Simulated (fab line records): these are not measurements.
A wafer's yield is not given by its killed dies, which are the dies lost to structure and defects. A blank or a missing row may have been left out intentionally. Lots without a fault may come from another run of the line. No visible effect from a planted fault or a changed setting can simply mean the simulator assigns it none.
Split-lot trial || flow sfqLine || on a route of 325 steps: 5 lots, 23 wafers read

THE SPLIT ITSELF
At SFQ_TRILAYER_L0_LITHO_EXPOSE_006 (exposes mask L0, target cd 2000 nm), the setting doseMj was moved away from the recipe's 14.4 on 9 of the 23 wafers read, by -6.8% to +4.2%. For the rest of the wafers, this setting stayed at what the recipe calls for.

FROM THE SPLIT TO THE READING: what the file shows between them, 2 steps
- SFQ_TRILAYER_L0_LITHO_PEB_008: peb time 60 s
- SFQ_TRILAYER_L0_LITHO_DEVELOP_007: time 60 s

THE READING
L0.cdNm (the simulator's own value, which no gauge read), in nm, at SFQ_TRILAYER_L0_BARC_OPEN_METAL_ETCH_010 (etches BARC in O2, target depth 125 nm, time 41.7 s). The file does not state a usual value for it. The 14 wafers here that ran the recipe average 1999 nm, standard deviation 1.5 nm.

{"wafer": "L074.1", "tool, chamber at the split": "krfScanner-02, 0", "doseMj as run": 14.4, "against the recipe": "recipe", "L0.cdNm, nm": 1999, "against lot-mates on the recipe": "-"}
{"wafer": "L074.4", "tool, chamber at the split": "krfScanner-02, 0", "doseMj as run": 14.4, "against the recipe": "recipe", "L0.cdNm, nm": 1999, "against lot-mates on the recipe": "-"}
{"wafer": "L074.2", "tool, chamber at the split": "krfScanner-02, 0", "doseMj as run": 14.4, "against the recipe": "recipe", "L0.cdNm, nm": 1998, "against lot-mates on the recipe": "-"}
{"wafer": "L074.5", "tool, chamber at the split": "krfScanner-02, 0", "doseMj as run": 13.72, "against the recipe": "-4.7%", "L0.cdNm, nm": 2008, "against lot-mates on the recipe": "+9"}
{"wafer": "L074.6", "tool, chamber at the split": "krfScanner-02, 0", "doseMj as run": 13.72, "against the recipe": "-4.7%", "L0.cdNm, nm": 2006, "against lot-mates on the recipe": "+7"}
{"wafer": "L075.1", "tool, chamber at the split": "krfScanner-02, 0", "doseMj as run": 14.4, "against the recipe": "recipe", "L0.cdNm, nm": 2001, "against lot-mates on the recipe": "-"}
{"wafer": "L075.2", "tool, chamber at the split": "krfScanner-02, 0", "doseMj as run": 15, "against the recipe": "+4.2%", "L0.cdNm, nm": 1993, "against lot-mates on the recipe": -7}
{"wafer": "L075.3", "tool, chamber at the split": "krfScanner-02, 0", "doseMj as run": 14.4, "against the recipe": "recipe", "L0.cdNm, nm": 1999, "against lot-mates on the recipe": "-"}
{"wafer": "L075.6", "tool, chamber at the split": "krfScanner-02, 0", "doseMj as run": 14.4, "against the recipe": "recipe", "L0.cdNm, nm": 1999, "against lot-mates on the recipe": "-"}
{"wafer": "L075.4", "tool, chamber at the split": "krfScanner-02, 0", "doseMj as run": 15, "against the recipe": "+4.2%", "L0.cdNm, nm": 1996, "against lot-mates on the recipe": -4}
{"wafer": "L080.1", "tool, chamber at the split": "krfScanner-02, 0", "doseMj as run": 14.4, "against the recipe": "recipe", "L0.cdNm, nm": 2001, "against lot-mates on the recipe": "-"}
{"wafer": "L080.2", "tool, chamber at the split": "krfScanner-02, 0", "doseMj as run": 14.69, "against the recipe": "+2.0%", "L0.cdNm, nm": 1996, "against lot-mates on the recipe": -4}
{"wafer": "L080.5", "tool, chamber at the split": "krfScanner-02, 0", "doseMj as run": 14.69, "against the recipe": "+2.0%", "L0.cdNm, nm": 1996, "against lot-mates on the recipe": -4}
{"wafer": "L080.4", "tool, chamber at the split": "krfScanner-02, 0", "doseMj as run": 14.4, "against the recipe": "recipe", "L0.cdNm, nm": 1998, "against lot-mates on the recipe": "-"}
{"wafer": "L080.6", "tool, chamber at the split": "krfScanner-02, 0", "doseMj as run": 14.4, "against the recipe": "recipe", "L0.cdNm, nm": 2002, "against lot-mates on the recipe": "-"}
{"wafer": "L083.3", "tool, chamber at the split": "krfScanner-02, 0", "doseMj as run": 14.4, "against the recipe": "recipe", "L0.cdNm, nm": 2000, "against lot-mates on the recipe": "-"}
{"wafer": "L083.4", "tool, chamber at the split": "krfScanner-02, 0", "doseMj as run": 14.4, "against the recipe": "recipe", "L0.cdNm, nm": 1996, "against lot-mates on the recipe": "-"}
{"wafer": "L083.6", "tool, chamber at the split": "krfScanner-02, 0", "doseMj as run": 14.4, "against the recipe": "recipe", "L0.cdNm, nm": 1998, "against lot-mates on the recipe": "-"}
{"wafer": "L085.2", "tool, chamber at the split": "krfScanner-02, 0", "doseMj as run": 13.42, "against the recipe": "-6.8%", "L0.cdNm, nm": 2011, "against lot-mates on the recipe": "+10"}
{"wafer": "L085.3", "tool, chamber at the split": "krfScanner-02, 0", "doseMj as run": 14.4, "against the recipe": "recipe", "L0.cdNm, nm": 2001, "against lot-mates on the recipe": "-"}
{"wafer": "L085.4", "tool, chamber at the split": "krfScanner-02, 0", "doseMj as run": 13.42, "against the recipe": "-6.8%", "L0.cdNm, nm": 2012, "against lot-mates on the recipe": "+12"}
{"wafer": "L085.5", "tool, chamber at the split": "krfScanner-02, 0", "doseMj as run": 13.42, "against the recipe": "-6.8%", "L0.cdNm, nm": 2012, "against lot-mates on the recipe": "+12"}
{"wafer": "L085.6", "tool, chamber at the split": "krfScanner-02, 0", "doseMj as run": 14.4, "against the recipe": "recipe", "L0.cdNm, nm": 2000, "against lot-mates on the recipe": "-"}

THE FIT
A straight line over all 23 wafers: L0.cdNm changes by -1.64 nm for each +1% of doseMj; r = -0.96; the points scatter about the line by 1.5 nm.
The same after taking each lot's own level away (the mean of its wafers on the recipe; 23 wafers): -1.61 nm for each +1%; r = -0.97; scatter 1.3 nm.
According to that fit, moving doseMj by its largest amount changes the reading by 11 nm.
The lots' own levels span 1998.0 to 2000.5 nm, that is 1.6 times the standard deviation above.
The two slopes are in agreement: the lot-to-lot level therefore moves the slope only a little.
Check: +11.3 nm against its lot-mates is what the line predicts for one of the wafers moved furthest among these (-6.8%) when that wafer is left out of the fit. Against them it came out at +10.5 nm.

OTHER SPLITS ON THESE WAFERS
These wafers also went through other splits before the reading. Each is held against what the fit with the lots' levels taken away leaves over:
{"other split on the same wafers": "SFQ_TRILAYER_L0_LITHO_COAT_005 spinRpm", "wafers away from the commonest value": 7, "r with L0.cdNm (lot level and that fit taken away)": -0.16}

FILE'S OWN FIT
L0.cdNm changes by -1.61 nm for each +1% of doseMj, r = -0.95.
